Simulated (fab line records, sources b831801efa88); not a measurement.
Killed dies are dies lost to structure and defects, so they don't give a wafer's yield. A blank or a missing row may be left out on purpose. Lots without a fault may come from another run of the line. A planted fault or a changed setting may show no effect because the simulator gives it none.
fab line records | flow gf180mcu
record lots=5 wafers=15 last_day=32
route steps=602 shown M3@418 V3@429 M4@456
lots that met no fault: from a run of the same line without faults
start_h: hours from the record's first day to the start of the lot's first wafer shown | wait_h: hours since the lot's step before | " the same as in the row above | L1.1+2: a row that stands for several wafers | - no value, or no start given | * or withheld: withheld | < > ~ a bound
route shown NAME@n: a module of which the file shows steps, and the number in the route of the first | usual: mean/standard deviation of fault-free wafers | same: alike in all rows | chamber/n: place in a boat | sites: the reading at each site | _std_site: their standard deviation | _edge_site: outer sites' mean less inner sites' | radius_mm: how far each site lies from the wafer's centre | mask NAME#n: copy n | behind: the tool/chamber that last shaped the wafer | hold: why the lot was held/for how many hours/how that ended | device: the transistor (n, p or np) that didn't switch | end of line: the same wafers' tests at the end of the route | a step without rows: its recipe alone | killed: dies lost to structure and defects at the first sort, not the wafer's yield | map: a wafer's dies, x killed, . not, _ none there
set.NAME: the setting as run; set.NAME@STEP: as run at that earlier step | model.NAME: the simulator's own value behind a step, which no gauge read
lots at some steps of the route; a table a step, a row a wafer
services: from which hour (start_h, from the record's first day; less than 0 if before it) a tool's chamber was out of use, for how many hours, and why
## steps
# step GF_M3_COAT_09
# recipe resist=KrF spin_rpm=withheld resist_thk_nm=1012
# columns lot.wafer tool chamber start_h wait_h
L074.1+4+6 litho_track-04 0 490.48 0.1
L078.1+3+5 litho_track-04 0 525.18 0.1
L085.1+3+4 litho_track-01 0 589.59 0.1
L086.2+4+6 litho_track-04 0 592.25 0.1
L088.2+4+5 litho_track-04 0 605.10 0.1
# step GF_M3_SOFTBAKE_10
# recipe temp_c=130 time_s=60 resist=KrF
# same time_s=60
# columns lot.wafer tool chamber start_h wait_h
L074.1+4+6 litho_track-04 0 490.63 0.1
L078.1+3+5 litho_track-04 0 525.33 0.1
L085.1+3+4 litho_track-01 0 589.74 0.1
L086.2+4+6 litho_track-04 0 592.40 0.1
L088.2+4+5 litho_track-04 0 605.25 0.1
# step GF_M3_EXPOSE_11
# recipe mask_id=Metal3 target_cd_nm=280 na=0.68 source_shape=conventional sigma_outer=0.6 dose_mj=28
# columns lot.wafer tool chamber start_h wait_h mask
L074.1+4+6 krf_scanner-02 0 - - Metal3#0
L078.1+3+5 krf_scanner-01 0 - - Metal3#0
L085.1+3+4 krf_scanner-01 0 - - Metal3#0
L086.2+4+6 krf_scanner-01 0 - - Metal3#0
L088.2+4+5 krf_scanner-02 0 - - Metal3#0
# step GF_M3_PEB_12
# recipe peb_temp_c=135 peb_time_s=90 resist=KrF
# columns lot.wafer tool chamber start_h wait_h
L074.1+4+6 litho_track-04 0 - -
L078.1+3+5 litho_track-04 0 - -
L085.1+3+4 litho_track-02 0 - -
L086.2+4+6 litho_track-01 0 - -
L088.2+4+5 litho_track-01 0 - -
# step GF_M3_DEVELOP_13
# recipe develop_time_s=60 dev_temp_c=21
# columns lot.wafer tool chamber start_h wait_h
L074.1+4+6 litho_track-04 0 502.18 0.2
L078.1+3+5 litho_track-04 0 537.33 0.2
L085.1+3+4 litho_track-02 0 600.47 0.2
L086.2+4+6 litho_track-01 0 603.11 0.2
L088.2+4+5 litho_track-01 0 615.86 0.2
# step GF_M3_CD_MEAS_14
# recipe target_cd_nm=280
# usual cd_nm=280.0/1.1
# columns lot.wafer tool chamber start_h wait_h cd_nm
L074.1 cd_sem-01 - 502.33 0.1 280.2
L074.4 " - " " 280.8
L074.6 " - " " 280.7
L078.1 cd_sem-01 - 537.48 0.1 278.9
L078.3 " - " " 278.9
L078.5 " - " " 279.4
L085.1 cd_sem-02 - 600.62 0.1 280.4
L085.3 " - " " 281.5
L085.4 " - " " 280.2
L086.2 cd_sem-01 - 603.26 0.1 280.4
L086.4 " - " " 280.6
L086.6 " - " " 281.4
L088.2 cd_sem-01 - 616.01 0.1 280.1
L088.4 " - " " 280.0
L088.5 " - " " 280.0
# step GF_M3_OVL_MEAS_15
# usual M3_OVL=-2/5.7
# columns lot.wafer tool chamber start_h wait_h M3_OVL[nm]
L074.1 overlay-01 - 502.45 0.1 -3
L074.4 " - " " -3
L074.6 " - " " -4
L078.1 overlay-02 - 537.60 0.1 -1
L078.3 " - " " -4
L078.5 " - " " -6
L085.1 overlay-02 - 600.74 0.1 5
L085.3 " - " " 0
L085.4 " - " " -5
L086.2 overlay-02 - 603.36 0.1 -3
L086.4 " - " " 3
L086.6 " - " " -1
L088.2 overlay-02 - 616.11 0.1 5
L088.4 " - " " 4
L088.5 " - " " -3
# step GF_M3_METAL_ETCH_16
# recipe chemistry=Cl2/BCl3 mask_material=KrF target_depth_nm=627.5 stop_on=SiO2 pressure_mtorr=8 icp_w=800 bias_w=140 Cl2_flow_sccm=80 bcl3_flow_sccm=40 time_s=104.6
# usual bias_w=140.1/0.43 drypump_motor_current_A=5.7/0.35 oes_product_au=0.974/0.006 throttle_valve_pct=28.249/0.0096
# same time_s=104.6
# columns lot.wafer tool chamber start_h wait_h bias_w drypump_motor_current_A oes_product_au rf_hours_counter_h throttle_valve_pct
L074.1 rie_metal-02 1 502.49 0.0 140.6 5.8 0.974 7 28.237
L074.4 " 0 " " 139.9 6.2 0.965 - 28.253
L074.6 " 1 " " 140.8 5.8 0.979 - 28.218
L078.1 rie_metal-03 0 537.64 0.0 139.8 5.8 0.978 1 28.242
L078.3 " 0 " " 140.1 5.8 0.972 - 28.240
L078.5 " 1 " " 140.2 5.1 0.970 - 28.243
L085.1 rie_metal-02 0 600.77 0.0 139.7 6.2 0.963 12 28.257
L085.3 " 1 " " 140.6 5.8 0.970 - 28.251
L085.4 " 0 " " 139.2 6.2 0.956 - 28.268
L086.2 rie_metal-03 0 603.39 0.0 140.2 5.8 0.970 3 28.255
L086.4 " 1 " " 140.6 5.1 0.970 - 28.245
L086.6 " 0 " " 139.8 5.7 0.972 - 28.250
L088.2 rie_metal-02 0 616.14 0.0 140.0 6.2 0.977 13 28.245
L088.4 " 0 " " 140.8 6.2 0.981 - 28.238
L088.5 " 1 " " 140.1 5.8 0.970 - 28.265
# step GF_M3_STRIP_17
# recipe chemistry=O2/N2 power_w=1400 pressure_mtorr=1500 platen_temp_c=250 o2_flow_sccm=3000 n2_flow_sccm=300 overash_fraction=0.5
# usual drypump_motor_current_A=5.84/0.29 heater_power_w=317/26 oes_product_au=0.563/0.0048 strip_time_to_endpoint_s=8.01/0.034
# columns lot.wafer tool chamber start_h wait_h drypump_motor_current_A heater_power_w oes_product_au rf_hours_counter_h strip_time_to_endpoint_s
L074.1 plasma_asher-01 0 502.60 0.1 5.85 275 0.559 73 8.05
L074.4 " 0 " " 5.86 277 0.565 - 8.03
L074.6 " 0 " " 5.87 272 0.560 - 8.02
L078.1 plasma_asher-04 1 537.75 0.1 5.91 343 0.567 89 7.98
L078.3 " 0 " " 5.81 326 0.566 - 8.00
L078.5 " 1 " " 5.89 329 0.568 - 8.08
L085.1 plasma_asher-01 1 600.89 0.1 5.42 300 0.569 83 8.01
L085.3 " 1 " " 5.41 313 0.562 - 8.05
L085.4 " 0 " " 5.85 270 0.575 - 8.06
L086.2 plasma_asher-01 1 603.50 0.1 5.41 303 0.563 83 8.03
L086.4 " 0 " " 5.85 274 0.557 - 8.03
L086.6 " 1 " " 5.39 297 0.559 - 8.01
L088.2 plasma_asher-01 0 616.25 0.1 5.85 275 0.561 85 8.06
L088.4 " 0 " " 5.86 265 0.563 - 8.02
L088.5 " 1 " " 5.40 295 0.560 - 8.03
# step GF_M3_STRIP_18
# recipe chemistry=post_etch_residue_remover time_s=1200 temp_c=72.5
# usual temp_c=72.50/0.14
# same time_s=1200
# columns lot.wafer tool chamber start_h wait_h temp_c
L074.1 wet_bench-01 3 502.70 0.1 72.54
L074.4 " 3 " " 72.44
L074.6 " 3 " " 72.65
L078.1 wet_bench-03 1 537.85 0.1 72.49
L078.3 " 1 " " 72.36
L078.5 " 1 " " 72.29
L085.1 wet_bench-03 1 600.99 0.1 72.29
L085.3 " 1 " " 72.42
L085.4 " 1 " " 72.33
L086.2 wet_bench-03 2 603.60 0.1 72.68
L086.4 " 2 " " 72.63
L086.6 " 2 " " 72.42
L088.2 wet_bench-03 2 616.35 0.1 72.43
L088.4 " 2 " " 72.59
L088.5 " 2 " " 72.62
# step GF_M3_CLEAN_19
# recipe chemistry=DIW dry=n2_spin
# columns lot.wafer tool chamber start_h wait_h
L074.1+4+6 wet_bench-01 2 503.38 0.0
L078.1+3+5 wet_bench-01 0 538.19 0.0
L085.1+3+4 wet_bench-01 0 601.33 0.0
L086.2+4+6 wet_bench-04 2 603.95 0.0
L088.2+4+5 wet_bench-01 0 616.70 0.0
# step GF_V3_CVD_00
# recipe material=SiO2 target_thk_nm=600 sigma_open_frac=0.3 temp_c=400 time_s=100 sih4_flow_sccm=58.31 pressure_mtorr=6
# same time_s=100
# columns lot.wafer tool chamber start_h wait_h
L074.1+4+6 hdpcvd-02 2,0,1 503.57 0.0
L078.1+3+5 hdpcvd-02 0,2,0 538.28 0.0
L085.1+3+4 hdpcvd-02 2,0,2 601.42 0.0
L086.2+4+6 hdpcvd-02 0,0,1 604.04 0.0
L088.2+4+5 hdpcvd-02 2,2,0 616.88 0.0
# step GF_V3_THK_MEAS_01
# recipe reads=SiO2_of_V3_CVD_00
# usual V3_CVD_00_THK=584/7.3
# columns lot.wafer tool chamber start_h wait_h V3_CVD_00_THK[nm]
L074.1 film_metro-02 - 503.64 0.0 586
L074.4 " - " " 583
L074.6 " - " " 574
L078.1 film_metro-01 - 538.35 0.0 589
L078.3 " - " " 583
L078.5 " - " " 583
L085.1 film_metro-02 - 601.49 0.0 578
L085.3 " - " " 579
L085.4 " - " " 577
L086.2 film_metro-02 - 604.12 0.0 592
L086.4 " - " " 589
L086.6 " - " " 586
L088.2 film_metro-03 - 616.96 0.0 585
L088.4 " - " " 570
L088.5 " - " " 587
# step GF_V3_CVD_02
# recipe material=SiO2 target_thk_nm=850 precursor=TEOS temp_c=400 time_s=94.851 rf_w=600
# usual heater_power_w=614/62
# same time_s=94.851
# columns lot.wafer tool chamber start_h wait_h heater_power_w
L074.1 pecvd-04 2 503.70 0.1 607
L074.4 " 0 " " 733
L074.6 " 2 " " 634
L078.1 pecvd-03 2 538.41 0.1 670
L078.3 " 0 " " 574
L078.5 " 2 " " 692
L085.1 pecvd-04 1 601.55 0.1 559
L085.3 " 2 " " 526
L085.4 " 2 " " 586
L086.2 pecvd-03 2 604.17 0.0 691
L086.4 " 0 " " 640
L086.6 " 2 " " 722
L088.2 pecvd-01 0 617.01 0.0 669
L088.4 " 2 " " 490
L088.5 " 1 " " 595
# step GF_V3_THK_MEAS_03
# recipe reads=SiO2_of_V3_CVD_02
# usual V3_CVD_02_THK=845/13
# columns lot.wafer tool chamber start_h wait_h V3_CVD_02_THK[nm]
L074.1 film_metro-03 - 503.77 0.0 863
L074.4 " - " " 866
L074.6 " - " " 875
L078.1 film_metro-02 - 538.48 0.0 822
L078.3 " - " " 832
L078.5 " - " " 845
L085.1 film_metro-03 - 601.62 0.0 839
L085.3 " - " " 857
L085.4 " - " " 882
L086.2 film_metro-01 - 604.25 0.0 833
L086.4 " - " " 853
L086.6 " - " " 846
L088.2 film_metro-01 - 617.09 0.0 851
L088.4 " - " " 852
L088.5 " - " " 842
# step GF_V3_CMP_04
# recipe material=SiO2 down_force_psi=4 platen_rpm=60 pad_velocity_m_s=0.94248
# usual head_pressure_psi=4.000/0.0088 motor_current_A=11.5/0.99 retaining_ring_pressure_frac=1.000/0.0046 time_to_endpoint_s=76/6
# columns lot.wafer tool chamber start_h wait_h head_pressure_psi motor_current_A retaining_ring_pressure_frac time_to_endpoint_s
L074.1 cmp-02 1 503.83 0.1 4.002 13.0 1.009 83
L074.4 " 0 " " 4.014 11.7 1.000 85
L074.6 " 1 " " 3.991 12.9 1.001 88
L078.1 cmp-01 2 538.64 0.1 4.007 10.8 1.006 70
L078.3 " 3 " " 4.009 11.0 0.993 70
L078.5 " 1 " " 3.993 11.7 1.001 76
L085.3 cmp-02 1 601.68 0.0 3.995 13.3 0.993 82
L085.1 " 3 " " 3.980 11.6 0.997 73
L085.4 " 0 " " 4.005 11.8 0.997 95
L086.2 cmp-01 2 604.35 0.1 4.003 10.3 0.999 72
L086.4 " 0 " " 3.997 9.8 0.995 80
L086.6 " 1 " " 3.986 11.7 0.993 73
L088.2 cmp-02 3 617.14 0.0 4.001 12.1 1.006 77
L088.4 " 1 " " 3.993 12.6 1.002 81
L088.5 " 3 " " 4.004 11.2 1.001 77
# step GF_V3_BOW_MEAS_05
# recipe mode=bow
# usual V3_BOW=113/8.4
# columns lot.wafer tool chamber start_h wait_h V3_BOW[um]
L074.1 film_metro-02 - 504.13 0.2 120
L074.4 " - " " 105
L074.6 " - " " 105
L078.1 film_metro-03 - 538.84 0.1 102
L078.3 " - " " 103
L078.5 " - " " 116
L085.1 film_metro-03 - 601.98 0.1 122
L085.3 " - " " 131
L085.4 " - " " 118
L086.2 film_metro-02 - 604.62 0.2 113
L086.4 " - " " 118
L086.6 " - " " 110
L088.2 film_metro-02 - 617.46 0.3 115
L088.4 " - " " 123
L088.5 " - " " 111
# step GF_V3_DEHYDRATE_06
# recipe temp_c=200 time_s=60
# same time_s=60
# columns lot.wafer tool chamber start_h wait_h
L074.1+4+6 litho_track-03 0 515.79 11.6
L078.1+3+5 litho_track-03 0 549.29 10.4
L085.1+3+4 litho_track-02 0 611.57 9.6
L086.2+4+6 litho_track-03 0 614.06 9.4
L088.2+4+5 litho_track-04 0 626.80 9.3
# step GF_V3_HMDS_07
# recipe prime_time_s=60 prime_temp_c=120
# columns lot.wafer tool chamber start_h wait_h
L074.1+4+6 litho_track-03 0 515.94 0.1
L078.1+3+5 litho_track-03 0 549.44 0.1
L085.1+3+4 litho_track-02 0 611.72 0.1
L086.2+4+6 litho_track-03 0 614.21 0.1
L088.2+4+5 litho_track-04 0 626.95 0.1
# step GF_V3_COAT_08
# recipe resist=BARC temp_c=withheld time_s=withheld spin_rpm=withheld resist_thk_nm=withheld
# columns lot.wafer tool chamber start_h wait_h
L074.1+4+6 litho_track-03 0 516.09 0.1
L078.1+3+5 litho_track-03 0 549.59 0.1
L085.1+3+4 litho_track-02 0 611.87 0.1
L086.2+4+6 litho_track-03 0 614.36 0.1
L088.2+4+5 litho_track-04 0 627.10 0.1
# step GF_V3_COAT_09
# recipe resist=KrF spin_rpm=withheld resist_thk_nm=1000
# columns lot.wafer tool chamber start_h wait_h
L074.1+4+6 litho_track-03 0 - -
L078.1+3+5 litho_track-03 0 - -
L085.1+3+4 litho_track-02 0 - -
L086.2+4+6 litho_track-03 0 - -
L088.2+4+5 litho_track-04 0 - -
# step GF_V3_SOFTBAKE_10
# recipe temp_c=130 time_s=60 resist=KrF
# same time_s=60
# columns lot.wafer tool chamber start_h wait_h
L074.1+4+6 litho_track-03 0 - -
L078.1+3+5 litho_track-03 0 - -
L085.1+3+4 litho_track-02 0 - -
L086.2+4+6 litho_track-03 0 - -
L088.2+4+5 litho_track-04 0 - -
# step GF_V3_EXPOSE_11
# recipe mask_id=Via3 target_cd_nm=260 na=0.68 source_shape=conventional sigma_outer=0.6 dose_mj=38
# columns lot.wafer tool chamber start_h wait_h mask
L074.1+4+6 krf_scanner-02 0 - - Via3#0
L078.1+3+5 krf_scanner-01 0 - - Via3#0
L085.1+3+4 krf_scanner-01 0 - - Via3#0
L086.2+4+6 krf_scanner-02 0 - - Via3#0
L088.2+4+5 krf_scanner-02 0 - - Via3#0
# step GF_V3_PEB_12
# recipe peb_temp_c=135 peb_time_s=90 resist=KrF
# columns lot.wafer tool chamber start_h wait_h
L074.1+4+6 litho_track-04 0 - -
L078.1+3+5 litho_track-04 0 - -
L085.1+3+4 litho_track-02 0 - -
L086.2+4+6 litho_track-04 0 - -
L088.2+4+5 litho_track-03 0 - -
# step GF_V3_DEVELOP_13
# recipe develop_time_s=60 resist=KrF dev_temp_c=21
# columns lot.wafer tool chamber start_h wait_h
L074.1+4+6 litho_track-04 0 527.93 0.2
L078.1+3+5 litho_track-04 0 559.58 0.2
L085.1+3+4 litho_track-02 0 622.57 0.2
L086.2+4+6 litho_track-04 0 625.75 0.2
L088.2+4+5 litho_track-03 0 637.21 0.2
# step GF_V3_CD_MEAS_14
# recipe target_cd_nm=260
# usual cd_nm=259.9/1.1
# columns lot.wafer tool chamber start_h wait_h cd_nm
L074.1 cd_sem-02 - 528.08 0.1 260.2
L074.4 " - " " 260.3
L074.6 " - " " 260.8
L078.1 cd_sem-01 - 559.73 0.1 260.7
L078.3 " - " " 261.4
L078.5 " - " " 261.4
L085.1 cd_sem-02 - 622.72 0.1 259.7
L085.3 " - " " 259.2
L085.4 " - " " 259.0
L086.2 cd_sem-01 - 625.90 0.1 257.6
L086.4 " - " " 257.1
L086.6 " - " " 257.8
L088.2 cd_sem-02 - 637.36 0.1 259.5
L088.4 " - " " 259.9
L088.5 " - " " 259.9
# step GF_V3_OVL_MEAS_15
# usual V3_OVL=-4/6.8
# columns lot.wafer tool chamber start_h wait_h V3_OVL[nm]
L074.1 overlay-02 - 528.20 0.1 -11
L074.4 " - " " -3
L074.6 " - " " 0
L078.1 overlay-01 - 559.85 0.1 1
L078.3 " - " " 2
L078.5 " - " " 13
L085.1 overlay-01 - 622.84 0.1 6
L085.3 " - " " 5
L085.4 " - " " -2
L086.2 overlay-01 - 626.01 0.1 1
L086.4 " - " " -3
L086.6 " - " " 5
L088.2 overlay-02 - 637.46 0.1 2
L088.4 " - " " -3
L088.5 " - " " -4
# step GF_V3_ETCH_16
# recipe chemistry=N2/H2 target_depth_a=withheld overetch_a=withheld time_s=withheld target=BARC ion_energy_ev=200 source_w=500 bias_w=100 pressure_mtorr=30 n2_flow_sccm=100 h2_flow_sccm=200
# usual bias_w=100.0/0.31 drypump_motor_current_A=5.6/0.46 oes_product_au=0.854/0.0047 throttle_valve_pct=13.224/0.0084
# columns lot.wafer tool chamber start_h wait_h bias_w drypump_motor_current_A oes_product_au throttle_valve_pct
L074.1 rie_diel-03 0 528.24 0.0 99.9 5.9 0.852 13.225
L074.4 " 2 " " 100.1 5.3 0.860 13.226
L074.6 " 2 " " 100.1 5.2 0.852 13.220
L078.1 rie_diel-04 0 559.89 0.0 100.3 6.1 0.854 13.227
L078.3 " 3 " " 99.3 5.3 0.852 13.226
L078.5 " 1 " " 99.6 6.1 0.855 13.223
L085.1 rie_diel-04 2 622.87 0.0 100.4 4.9 0.854 13.222
L085.3 " 1 " " 100.2 6.1 0.854 13.220
L085.4 " 1 " " 100.2 6.1 0.851 13.224
L086.2 rie_diel-04 0 626.04 0.0 100.1 6.1 0.848 13.215
L086.4 " 2 " " 99.8 4.9 0.865 13.215
L086.6 " 2 " " 99.7 4.9 0.851 13.208
L088.2 rie_diel-03 2 637.49 0.0 99.8 5.2 0.860 13.237
L088.4 " 0 " " 100.0 5.9 0.858 13.217
L088.5 " 2 " " 100.1 5.2 0.852 13.223
# step GF_V3_ETCH_17
# recipe chemistry=C4F8/O2/Ar mask_material=KrF target=SiO2 stop_on=TiN source_w=1500 bias_w=1200 pressure_mtorr=40 c4f8_flow_sccm=withheld O2_flow_sccm=6 Ar_flow_sccm=300 time_s=withheld target_depth_a=6350
# usual bias_w=1200/3.6 oes_product_au=0.856/0.0044
# columns lot.wafer tool chamber start_h wait_h bias_w oes_product_au
L074.1 rie_diel-03 0 - - 1204 0.858
L074.4 " 2 " " 1205 0.857
L074.6 " 2 " " 1204 0.861
L078.1 rie_diel-04 0 - - 1198 0.854
L078.3 " 3 " " 1200 0.857
L078.5 " 1 " " 1194 0.857
L085.1 rie_diel-04 2 - - 1202 0.861
L085.3 " 1 " " 1204 0.853
L085.4 " 1 " " 1196 0.851
L086.2 rie_diel-04 0 - - 1201 0.853
L086.4 " 2 " " 1199 0.852
L086.6 " 2 " " 1197 0.858
L088.2 rie_diel-03 2 - - 1199 0.855
L088.4 " 0 " " 1203 0.851
L088.5 " 2 " " 1199 0.852
# step GF_V3_STRIP_18
# recipe chemistry=O2/N2 power_w=1400 pressure_mtorr=1500 platen_temp_c=250 o2_flow_sccm=3000 n2_flow_sccm=300 overash_fraction=0.5
# usual drypump_motor_current_A=5.8/0.47 heater_power_w=324/30 oes_product_au=0.593/0.0049
# columns lot.wafer tool chamber start_h wait_h drypump_motor_current_A heater_power_w oes_product_au rf_hours_counter_h
L074.1 plasma_asher-03 1 528.43 - 5.2 327 0.597 42
L074.4 " 1 " " 5.2 326 0.589 -
L074.6 " 0 " " 6.3 352 0.592 -
L078.1 plasma_asher-01 1 560.01 - 5.4 304 0.591 79
L078.3 " 0 " " 5.8 271 0.599 -
L078.5 " 1 " " 5.4 306 0.591 -
L085.1 plasma_asher-02 0 623.00 - 6.5 305 0.588 20
L085.3 " 0 " " 6.5 306 0.601 -
L085.4 " 1 " " 5.7 360 0.595 -
L086.2 plasma_asher-01 0 626.16 - 5.8 275 0.596 86
L086.4 " 1 " " 5.4 304 0.594 -
L086.6 " 0 " " 5.9 268 0.582 -
L088.2 plasma_asher-03 0 637.62 - 6.3 354 0.596 52
L088.4 " 0 " " 6.2 349 0.601 -
L088.5 " 0 " " 6.3 349 0.591 -
# step GF_V3_STRIP_19
# recipe chemistry=post_etch_residue_remover time_s=1200 temp_c=72.5
# usual temp_c=72.50/0.12
# same time_s=1200
# columns lot.wafer tool chamber start_h wait_h temp_c
L074.1 wet_bench-03 0 528.53 0.1 72.52
L074.4 " 0 " " 72.56
L074.6 " 0 " " 72.54
L078.1 wet_bench-04 0 560.11 0.1 72.49
L078.3 " 0 " " 72.47
L078.5 " 0 " " 72.39
L085.1 wet_bench-03 2 623.10 0.1 72.45
L085.3 " 2 " " 72.54
L085.4 " 2 " " 72.44
L086.2 wet_bench-02 3 626.26 0.1 72.40
L086.4 " 3 " " 72.44
L086.6 " 3 " " 72.37
L088.2 wet_bench-04 1 637.72 0.1 72.47
L088.4 " 1 " " 72.30
L088.5 " 1 " " 72.47
# step GF_V3_CLEAN_20
# recipe chemistry=DIW dry=n2_spin
# columns lot.wafer tool chamber start_h wait_h
L074.1+4+6 wet_bench-04 1 528.87 0.0
L078.1+3+5 wet_bench-02 3 560.46 0.0
L085.1+3+4 wet_bench-03 3 623.45 0.0
L086.2+4+6 wet_bench-03 3 626.61 0.0
L088.2+4+5 wet_bench-04 3 638.40 0.0
# step GF_V3_SPUTTER_21
# recipe material=Ti target_thk_nm=15 chamber_pressure_pa=5 power_w=2500 substrate_temp_c=200 time_s=80.02
# usual throttle_valve_pct=30.1/1.3
# same time_s=80.02
# columns lot.wafer tool chamber start_h wait_h throttle_valve_pct
L074.1 pvd_sputter-02 - 528.96 0.0 28.9
L074.4 " - " " 29.7
L074.6 " - " " 28.8
L078.1 pvd_sputter-01 - 560.55 0.0 29.5
L078.3 " - " " 30.4
L078.5 " - " " 29.7
L085.1 pvd_sputter-02 - 623.54 0.0 29.8
L085.3 " - " " 28.6
L085.4 " - " " 28.8
L086.2 pvd_sputter-01 - 626.70 0.0 30.5
L086.4 " - " " 29.2
L086.6 " - " " 29.7
L088.2 pvd_sputter-01 - 638.59 0.0 31.0
L088.4 " - " " 29.5
L088.5 " - " " 30.7
# step GF_V3_SPUTTER_22
# recipe material=TiN target_thk_nm=10 chamber_pressure_pa=5 power_w=4000 time_s=40
# usual throttle_valve_pct=30.1/1.3
# same time_s=40
# columns lot.wafer tool chamber start_h wait_h throttle_valve_pct
L074.1 pvd_sputter-02 - 529.02 0.0 28.6
L074.4 " - " " 29.7
L074.6 " - " " 28.6
L078.1 pvd_sputter-01 - 560.61 0.0 29.5
L078.3 " - " " 30.6
L078.5 " - " " 29.9
L085.1 pvd_sputter-02 - 623.60 0.0 29.7
L085.3 " - " " 28.5
L085.4 " - " " 28.6
L086.2 pvd_sputter-01 - 626.76 0.0 30.6
L086.4 " - " " 29.7
L086.6 " - " " 29.6
L088.2 pvd_sputter-01 - 638.65 0.0 30.3
L088.4 " - " " 29.6
L088.5 " - " " 30.8
# step GF_V3_CVD_23
# recipe material=W target_thk_nm=350 time_s=104.9 temp_c=400 pressure_torr=40
# usual heater_power_w=898/130
# same time_s=104.9
# columns lot.wafer tool chamber start_h wait_h heater_power_w
L074.1 cvd_w-02 0 529.06 0.0 826
L074.4 " 0 " " 839
L074.6 " 1 " " 950
L078.1 cvd_w-02 0 560.65 0.0 827
L078.3 " 1 " " 935
L078.5 " 0 " " 821
L085.1 cvd_w-01 0 623.64 0.0 740
L085.3 " 1 " " 1073
L085.4 " 0 " " 739
L086.2 cvd_w-02 0 626.80 0.0 834
L086.4 " 1 " " 932
L086.6 " 1 " " 944
L088.2 cvd_w-02 1 638.69 0.0 939
L088.4 " 1 " " 931
L088.5 " 1 " " 915
# step GF_V3_RS_MEAS_24
# recipe thk_meas_gauge=four-point-probe reads=W_of_V3_CVD_23+TiN_of_V3_SPUTTER_22+Ti_of_V3_SPUTTER_21
# usual V3_W_RS=0.329/0.0048
# columns lot.wafer tool chamber start_h wait_h V3_W_RS[ohm/sq]
L074.1 film_metro-02 - 529.18 0.1 0.327
L074.4 " - " " 0.323
L074.6 " - " " 0.332
L078.1 film_metro-02 - 560.76 0.1 0.330
L078.3 " - " " 0.339
L078.5 " - " " 0.332
L085.1 film_metro-02 - 623.75 0.1 0.331
L085.3 " - " " 0.327
L085.4 " - " " 0.335
L086.2 film_metro-03 - 626.93 0.1 0.327
L086.4 " - " " 0.334
L086.6 " - " " 0.332
L088.2 film_metro-02 - 638.82 0.1 0.333
L088.4 " - " " 0.335
L088.5 " - " " 0.338
# step GF_V3_THK_MEAS_25
# recipe thk_meas_gauge=xrf reads=W_of_V3_CVD_23
# usual V3_W_THK=360/6.2
# columns lot.wafer tool chamber start_h wait_h V3_W_THK[nm]
L074.1 film_metro-02 - 529.30 0.1 359
L074.4 " - " " 362
L074.6 " - " " 351
L078.1 film_metro-02 - 560.88 0.1 359
L078.3 " - " " 351
L078.5 " - " " 357
L085.1 film_metro-02 - 623.87 0.1 355
L085.3 " - " " 363
L085.4 " - " " 350
L086.2 film_metro-03 - 627.04 0.1 360
L086.4 " - " " 354
L086.6 " - " " 357
L088.2 film_metro-02 - 638.93 0.1 353
L088.4 " - " " 353
L088.5 " - " " 350
# step GF_V3_CMP_26
# recipe stop_on=SiO2 down_force_psi=3.5 platen_rpm=60 t_overpolish_s=15 target_thk_nm=0 pad_velocity_m_s=0.94248
# usual head_pressure_psi=3.501/0.0071 motor_current_A=10.6/0.84 overpolish_run_s=15.001/0.0082 retaining_ring_pressure_frac=1.000/0.0054 time_to_endpoint_s=83/3.9
# columns lot.wafer tool chamber start_h wait_h head_pressure_psi motor_current_A overpolish_run_s retaining_ring_pressure_frac time_to_endpoint_s
L074.1 cmp-02 0 529.41 0.1 3.499 11.4 15.008 1.000 87
L074.4 " 2 " " 3.506 10.7 14.999 0.999 84
L074.6 " 3 " " 3.500 11.3 14.991 1.003 82
L078.3 cmp-02 2 561.04 0.1 3.492 11.0 15.007 1.009 81
L078.1 " 3 " " 3.493 10.9 15.001 1.011 86
L078.5 " 0 " " 3.516 10.8 15.001 1.006 86
L085.3 cmp-02 0 623.93 0.0 3.505 10.9 14.992 0.997 88
L085.1 " 2 " " 3.501 11.0 14.985 0.991 84
L085.4 " 3 " " 3.507 10.3 15.005 1.003 81
L086.2 cmp-02 1 627.09 0.0 3.501 12.0 15.004 0.999 86
L086.4 " 0 " " 3.502 10.2 14.999 1.003 83
L086.6 " 1 " " 3.497 12.1 14.992 0.995 83
L088.2 cmp-01 3 639.35 0.4 3.497 11.2 14.996 0.996 79
L088.4 " 1 " " 3.503 10.8 15.008 0.994 77
L088.5 " 0 " " 3.497 8.8 15.004 0.996 77
# step GF_M4_SPUTTER_00
# recipe material=Ti target_thk_nm=37.5 arriving_ion_energy_ev=80 substrate_temp_c=200 chamber_pressure_pa=2 power_w=4000 time_s=150
# usual throttle_valve_pct=30.6/1.2
# same time_s=150
# columns lot.wafer tool chamber start_h wait_h throttle_valve_pct
L074.1 pvd_sputter-04 - 529.66 0.2 29.2
L074.4 " - " " 30.1
L074.6 " - " " 30.0
L078.1 pvd_sputter-04 - 561.24 0.1 29.3
L078.3 " - " " 33.1
L078.5 " - " " 33.2
L085.1 pvd_sputter-04 - 624.23 0.1 33.4
L085.3 " - " " 30.3
L085.4 " - " " 29.1
L086.2 pvd_sputter-04 - 627.39 0.2 33.4
L086.4 " - " " 29.2
L086.6 " - " " 30.3
L088.2 pvd_sputter-03 - 639.65 0.2 30.9
L088.4 " - " " 31.1
L088.5 " - " " 31.2
## services
# columns tool chamber start_h hours kind
krf_scanner-02 - 480.61 4.4 pm
rie_diel-04 3 480.88 2.4 repair
krf_scanner-02 - 488.32 1.0 pm
cmp-02 - 489.26 0.7 repair
wet_bench-04 - 502.87 1.9 pm
krf_scanner-01 - 507.72 4.4 pm
rie_diel-04 0 509.30 5.2 repair
krf_scanner-01 - 520.70 0.8 pm
hdpcvd-02 - 539.25 15.0 pm
cmp-02 - 540.49 2.1 repair
krf_scanner-02 - 545.71 1.3 pm
rie_diel-04 0 548.93 6.8 repair
rie_diel-04 2 555.11 6.5 repair
pvd_sputter-01 - 557.31 3.1 repair
cmp-02 - 561.63 1.5 repair
krf_scanner-02 - 564.66 0.8 pm
krf_scanner-01 - 581.09 1.0 pm
pvd_sputter-01 - 588.58 15.1 repair
krf_scanner-02 - 590.44 3.6 pm
krf_scanner-01 - 598.26 1.3 pm
rie_diel-04 1 600.68 3.8 repair
rie_diel-04 1 609.56 3.6 repair
rie_diel-04 0 619.81 4.6 repair
cmp-02 - 638.69 0.8 repair
## key
fault none
